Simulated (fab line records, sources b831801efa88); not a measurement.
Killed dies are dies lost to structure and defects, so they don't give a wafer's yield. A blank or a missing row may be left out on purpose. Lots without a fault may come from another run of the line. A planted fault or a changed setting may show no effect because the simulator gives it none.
fab line records | flow gf180mcu
record lots=7 wafers=21 last_day=34
route steps=602 shown M4@460
lots that met no fault: from a run of the same line without faults
start_h: hours from the record's first day to the start of the lot's first wafer shown | wait_h: hours since the lot's step before | " the same as in the row above | L1.1+2: a row that stands for several wafers | - no value, or no start given | * or withheld: withheld | < > ~ a bound
route shown NAME@n: a module of which the file shows steps, and the number in the route of the first | usual: mean/standard deviation of fault-free wafers | same: alike in all rows | chamber/n: place in a boat | sites: the reading at each site | _std_site: their standard deviation | _edge_site: outer sites' mean less inner sites' | radius_mm: how far each site lies from the wafer's centre | mask NAME#n: copy n | behind: the tool/chamber that last shaped the wafer | hold: why the lot was held/for how many hours/how that ended | device: the transistor (n, p or np) that didn't switch | end of line: the same wafers' tests at the end of the route | a step without rows: its recipe alone | killed: dies lost to structure and defects at the first sort, not the wafer's yield | map: a wafer's dies, x killed, . not, _ none there
set.NAME: the setting as run; set.NAME@STEP: as run at that earlier step | model.NAME: the simulator's own value behind a step, which no gauge read
lots at some steps of the route; a table a step, a row a wafer
services: from which hour (start_h, from the record's first day; less than 0 if before it) a tool's chamber was out of use, for how many hours, and why
## steps
# step GF_M4_SPUTTER_04
# recipe material=TiN target_thk_nm=50 power_w=6500 time_s=41.7 chamber_pressure_pa=0.4
# usual cathode_dc_power_W=6499.8/1.2 chamber_pressure_pa=0.4000/0.00087 throttle_valve_pct=29.9/0.92
# columns lot.wafer tool chamber start_h wait_h cathode_dc_power_W chamber_pressure_pa throttle_valve_pct
L136.1 pvd_sputter-01 - 538.33 0.0 6499.9 0.3996 31.1
L136.5 " - " " 6499.8 0.3995 30.8
L136.6 " - " " 6500.3 0.3989 31.1
L138.1 pvd_sputter-03 - 560.78 0.0 6501.2 0.3987 30.3
L138.3 " - " " 6500.4 0.4008 30.9
L138.5 " - " " 6498.5 0.4000 30.4
L145.1 pvd_sputter-03 - 616.33 0.0 6498.1 0.4008 31.1
L145.2 " - " " 6498.1 0.3998 29.4
L145.3 " - " " 6500.4 0.3997 30.2
L146.3 pvd_sputter-02 - 622.93 0.0 6500.5 0.3996 31.2
L146.5 " - " " 6500.0 0.3990 28.9
L146.6 " - " " 6499.4 0.4006 28.6
L148.1 pvd_sputter-01 - 632.67 0.0 6500.2 0.4004 30.1
L148.3 " - " " 6499.7 0.4019 29.3
L148.5 " - " " 6499.9 0.3985 30.8
L154.2 pvd_sputter-02 - 677.47 0.0 6498.9 0.4004 29.7
L154.3 " - " " 6497.4 0.4008 31.6
L154.6 " - " " 6500.9 0.4002 29.2
L156.2 pvd_sputter-03 - 687.14 0.0 6499.4 0.4004 29.5
L156.3 " - " " 6501.7 0.4004 29.6
L156.4 " - " " 6498.6 0.4009 30.2
# step GF_M4_RS_MEAS_05
# recipe thk_meas_gauge=four-point-probe reads=TiN_of_M4_SPUTTER_04+Ti_of_M4_SPUTTER_03+AlCu_of_M4_SPUTTER_02+TiN_of_M4_SPUTTER_01+Ti_of_M4_SPUTTER_00
# usual M4_ALCU_RS=0.0696/0.00068
# columns lot.wafer tool chamber start_h wait_h M4_ALCU_RS[ohm/sq]
L136.1 film_metro-04 - 538.37 0.0 0.0684
L136.5 " - " " 0.0692
L136.6 " - " " 0.0689
L138.1 film_metro-02 - 560.82 0.0 0.0688
L138.3 " - " " 0.0688
L138.5 " - " " 0.0691
L145.1 film_metro-04 - 616.37 0.0 0.0710
L145.2 " - " " 0.0695
L145.3 " - " " 0.0703
L146.3 film_metro-04 - 623.01 0.1 0.0696
L146.5 " - " " 0.0696
L146.6 " - " " 0.0689
L148.1 film_metro-02 - 632.71 0.0 0.0702
L148.3 " - " " 0.0701
L148.5 " - " " 0.0707
L154.2 film_metro-02 - 677.56 0.1 0.0695
L154.3 " - " " 0.0698
L154.6 " - " " 0.0694
L156.2 film_metro-04 - 687.20 0.0 0.0682
L156.3 " - " " 0.0687
L156.4 " - " " 0.0701
# step GF_M4_THK_MEAS_06
# recipe thk_meas_gauge=xrf reads=AlCu_of_M4_SPUTTER_02
# usual M4_ALCU_THK=462/5.5
# columns lot.wafer tool chamber start_h wait_h M4_ALCU_THK[nm]
L136.1 film_metro-04 - 538.49 0.1 470
L136.5 " - " " 466
L136.6 " - " " 466
L138.1 film_metro-02 - 560.94 0.1 468
L138.3 " - " " 466
L138.5 " - " " 463
L145.1 film_metro-04 - 616.49 0.1 455
L145.2 " - " " 466
L145.3 " - " " 462
L146.3 film_metro-04 - 623.11 0.1 465
L146.5 " - " " 465
L146.6 " - " " 470
L148.1 film_metro-02 - 632.83 0.1 457
L148.3 " - " " 458
L148.5 " - " " 456
L154.2 film_metro-02 - 677.67 0.1 461
L154.3 " - " " 459
L154.6 " - " " 461
L156.2 film_metro-04 - 687.31 0.1 473
L156.3 " - " " 469
L156.4 " - " " 457
# step GF_M4_DEHYDRATE_07
# recipe temp_c=200 time_s=60
# step GF_M4_HMDS_08
# recipe prime_time_s=60 prime_temp_c=120
# step GF_M4_COAT_09
# recipe resist=KrF spin_rpm=withheld resist_thk_nm=1000
# step GF_M4_SOFTBAKE_10
# recipe temp_c=130 time_s=60 resist=KrF
# step GF_M4_EXPOSE_11
# recipe mask_id=Metal4 target_cd_nm=280 na=0.68 source_shape=conventional sigma_outer=0.6 dose_mj=28
# step GF_M4_PEB_12
# recipe peb_temp_c=135 peb_time_s=90 resist=KrF
# step GF_M4_DEVELOP_13
# recipe develop_time_s=60 dev_temp_c=21
# step GF_M4_CD_MEAS_14
# recipe target_cd_nm=280
# usual cd_nm=279.9/0.94
# columns lot.wafer tool chamber start_h wait_h cd_nm
L136.1 cd_sem-01 - 560.37 0.1 278.8
L136.5 " - " " 277.9
L136.6 " - " " 279.7
L138.1 cd_sem-01 - 582.53 0.1 280.6
L138.3 " - " " 280.2
L138.5 " - " " 279.5
L145.1 cd_sem-02 - 636.57 0.1 277.5
L145.2 " - " " 279.0
L145.3 " - " " 279.9
L146.3 cd_sem-02 - 642.76 0.1 280.6
L146.5 " - " " 280.9
L146.6 " - " " 280.0
L148.1 cd_sem-02 - 652.02 0.1 279.3
L148.3 " - " " 279.7
L148.5 " - " " 279.6
L154.2 cd_sem-01 - 696.05 0.1 280.2
L154.3 " - " " 280.0
L154.6 " - " " 279.6
L156.2 cd_sem-01 - 705.64 0.1 279.7
L156.3 " - " " 280.3
L156.4 " - " " 281.0
# step GF_M4_OVL_MEAS_15
# usual M4_OVL=0/5.1
# columns lot.wafer tool chamber start_h wait_h M4_OVL[nm]
L136.1 overlay-02 - 560.49 0.1 -1
L136.5 " - " " -5
L136.6 " - " " 2
L138.1 overlay-02 - 582.65 0.1 -1
L138.3 " - " " 1
L138.5 " - " " 2
L145.1 overlay-02 - 636.69 0.1 2
L145.2 " - " " 12
L145.3 " - " " 3
L146.3 overlay-02 - 642.85 0.1 -6
L146.5 " - " " -7
L146.6 " - " " -12
L148.1 overlay-02 - 652.14 0.1 5
L148.3 " - " " -2
L148.5 " - " " -3
L154.2 overlay-02 - 696.16 0.1 -5
L154.3 " - " " 4
L154.6 " - " " -6
L156.2 overlay-02 - 705.75 0.1 -4
L156.3 " - " " 2
L156.4 " - " " -4
# step GF_M4_METAL_ETCH_16
# recipe chemistry=Cl2/BCl3 mask_material=KrF target_depth_nm=627.5 stop_on=SiO2 pressure_mtorr=8 icp_w=800 bias_w=140 Cl2_flow_sccm=80 bcl3_flow_sccm=40 time_s=104.6
# usual bcl3_flow_sccm=40.01/0.12 bias_w=140.0/0.38 drypump_motor_current_A=5.8/0.46 oes_product_au=0.972/0.0062 rf_fwd_power_W=795.0/2.9 throttle_valve_pct=28.250/0.01
# columns lot.wafer tool chamber start_h wait_h bcl3_flow_sccm bias_w drypump_motor_current_A oes_product_au rf_fwd_power_W rf_hours_counter_h throttle_valve_pct model.KrF_of_M4_COAT_09.thk_nm
L136.1 rie_metal-03 1 560.53 0.0 40.02 139.9 5.6 0.978 792.8 7 28.252 735.6
L136.5 " 1 " " 39.96 140.2 5.6 0.977 793.3 - 28.232 735.5
L136.6 " 0 " " 39.90 139.5 6.1 0.985 794.7 - 28.239 740
L138.1 rie_metal-02 1 582.69 0.0 39.84 140.2 5.1 0.986 788.7 3 28.246 732.6
L138.3 " 0 " " 40.05 139.4 5.8 0.983 792.0 - 28.258 730.1
L138.5 " 1 " " 39.96 140.3 5.1 0.968 791.2 - 28.251 732.1
L145.1 rie_metal-02 1 636.72 0.0 - - - - - - - 981.3
L145.2 " 0 " " - - - - - - - 983
L145.3 " 0 " " - - - - - - - 982.5
L146.3 rie_metal-04 1 642.91 0.1 - - - - - - - 983.9
L146.5 " 1 " " - - - - - - - 987
L146.6 " 0 " " - - - - - - - 986.6
L148.1 rie_metal-02 1 652.17 0.0 - - - - - - - 981.5
L148.3 " 1 " " - - - - - - - 981.3
L148.5 " 0 " " - - - - - - - 979.6
L154.2 rie_metal-04 0 696.19 0.0 39.80 139.7 5.6 0.964 793.0 2 28.257 744.2
L154.3 " 0 " " 40.01 140.3 5.6 0.973 789.9 - 28.238 741.5
L154.6 " 1 " " 39.88 139.1 6.6 0.974 797.3 - 28.243 737.9
L156.2 rie_metal-02 0 705.78 0.0 39.88 140.3 5.8 0.984 795.6 7 28.236 732.1
L156.3 " 0 " " 39.96 140.5 5.8 0.968 793.7 - 28.248 736.2
L156.4 " 1 " " 40.05 139.6 5.1 0.969 788.4 - 28.249 741.7
# step GF_M4_STRIP_17
# recipe chemistry=O2/N2 power_w=1400 pressure_mtorr=1500 platen_temp_c=250 o2_flow_sccm=3000 n2_flow_sccm=300 overash_fraction=0.5
# usual drypump_motor_current_A=6.03/0.29 heater_power_w=346/47 o2_flow_sccm=3000/9.9 oes_product_au=0.558/0.0048 strip_time_to_endpoint_s=7.86/0.046
# same overash_fraction=0.5
# columns lot.wafer tool chamber start_h wait_h drypump_motor_current_A heater_power_w o2_flow_sccm oes_product_au rf_hours_counter_h strip_time_to_endpoint_s
L136.1 plasma_asher-02 1 560.64 0.1 6.02 356 3000 0.559 85 7.87
L136.5 " 0 " " 5.59 326 3011 0.546 - 7.88
L136.6 " 1 " " 5.97 349 2998 0.572 - 7.92
L138.1 plasma_asher-01 0 582.80 0.1 6.25 308 2999 0.563 16 7.85
L138.3 " 0 " " 6.28 296 3006 0.546 - 7.84
L138.5 " 1 " " 6.04 418 2981 0.556 - 7.85
L145.1 plasma_asher-01 1 636.84 0.1 6.10 421 2995 0.659 22 10.16
L145.2 " 0 " " 6.29 304 3003 0.656 22 10.18
L145.3 " 0 " " 6.29 300 3012 0.654 - 10.19
L146.3 plasma_asher-02 1 643.02 0.1 6.03 352 2994 0.664 - 10.18
L146.5 " 1 " " 6.00 352 2997 0.668 - 10.21
L146.6 " 0 " " 5.59 310 3000 0.667 - 10.22
L148.1 plasma_asher-01 1 652.29 0.1 6.04 425 3008 0.657 23 10.16
L148.3 " 0 " " 6.28 305 3023 0.659 - 10.18
L148.5 " 0 " " 6.34 303 3014 0.658 - 10.15
L154.2 plasma_asher-02 1 696.30 0.1 5.98 350 3001 0.571 98 7.97
L154.3 " 0 " " 5.58 310 3012 0.561 - 7.93
L154.6 " 0 " " 5.58 324 3005 0.558 - 7.91
L156.2 plasma_asher-02 0 705.89 0.1 5.60 310 2982 0.556 99 7.85
L156.3 " 0 " " 5.59 317 2999 0.560 - 7.88
L156.4 " 1 " " 6.03 345 2997 0.562 - 7.95
# step GF_M4_STRIP_18
# recipe chemistry=post_etch_residue_remover time_s=1200 temp_c=72.5
## services
# columns tool chamber start_h hours kind
pvd_sputter-03 - 516.22 4.9 repair
rie_metal-03 - 538.99 1.4 pm
pvd_sputter-02 - 572.08 3.3 repair
plasma_asher-02 - 588.20 5.2 repair
pvd_sputter-02 - 589.13 4.5 repair
rie_metal-02 - 599.08 0.5 repair
pvd_sputter-02 - 610.90 6.0 repair
rie_metal-04 0 626.54 - clean
rie_metal-04 0 626.54 15.1 scheduled_down
rie_metal-04 0 626.54 15.1 vent_cycle
pvd_sputter-03 - 634.79 1.3 repair
pvd_sputter-03 0 643.35 - consumable_replace:kit
pvd_sputter-03 0 643.35 18.0 scheduled_down
pvd_sputter-03 0 643.35 18.0 vent_cycle
pvd_sputter-02 3 654.49 - consumable_replace:kit
pvd_sputter-02 3 654.49 18.0 scheduled_down
pvd_sputter-02 3 654.49 18.0 vent_cycle
plasma_asher-02 - 669.04 13.1 repair
rie_metal-03 1 671.92 21.6 repair
rie_metal-02 - 674.60 0.5 repair
pvd_sputter-01 - 676.22 92.4 repair
pvd_sputter-01 - 679.23 7.9 repair
plasma_asher-02 - 680.14 0.6 repair
## key
first_sign step=GF_M4_METAL_ETCH_16 reading=tool_record direction=missing
effect step=GF_M4_STRIP_17 reading=strip_time_to_endpoint_s direction=up sigmas=50 usual=* struck=*
model_effect step=GF_M4_METAL_ETCH_16 value=KrF_of_M4_COAT_09.thk_nm without=733 struck=983
met_at GF_M4_METAL_ETCH_16
struck_wafers L145.1,L145.2,L145.3,L146.3,L146.5,L146.6,L148.1,L148.3,L148.5
later_rows_left_out L145.1,L145.2,L145.3,L146.3,L146.5,L146.6,L148.1,L148.3,L148.5
sort_left_out L145.1,L145.2,L145.3,L146.3,L146.5,L146.6,L148.1,L148.3,L148.5
onset_between 582.69 636.72
fault kind=skipped_step_whole tool=rie_metal-02,rie_metal-04 chamber=- onset_h=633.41 steps=GF_M4_METAL_ETCH_16 scope=struck_lots_only
# sort_left_out: the simulated sort isn't trusted on such a fault, so these wafers' sort isn't shown, and their yield isn't known
# later_rows_left_out: the simulator's readings of these wafers behind a module that went badly wrong aren't trusted and aren't shown, but for the sort
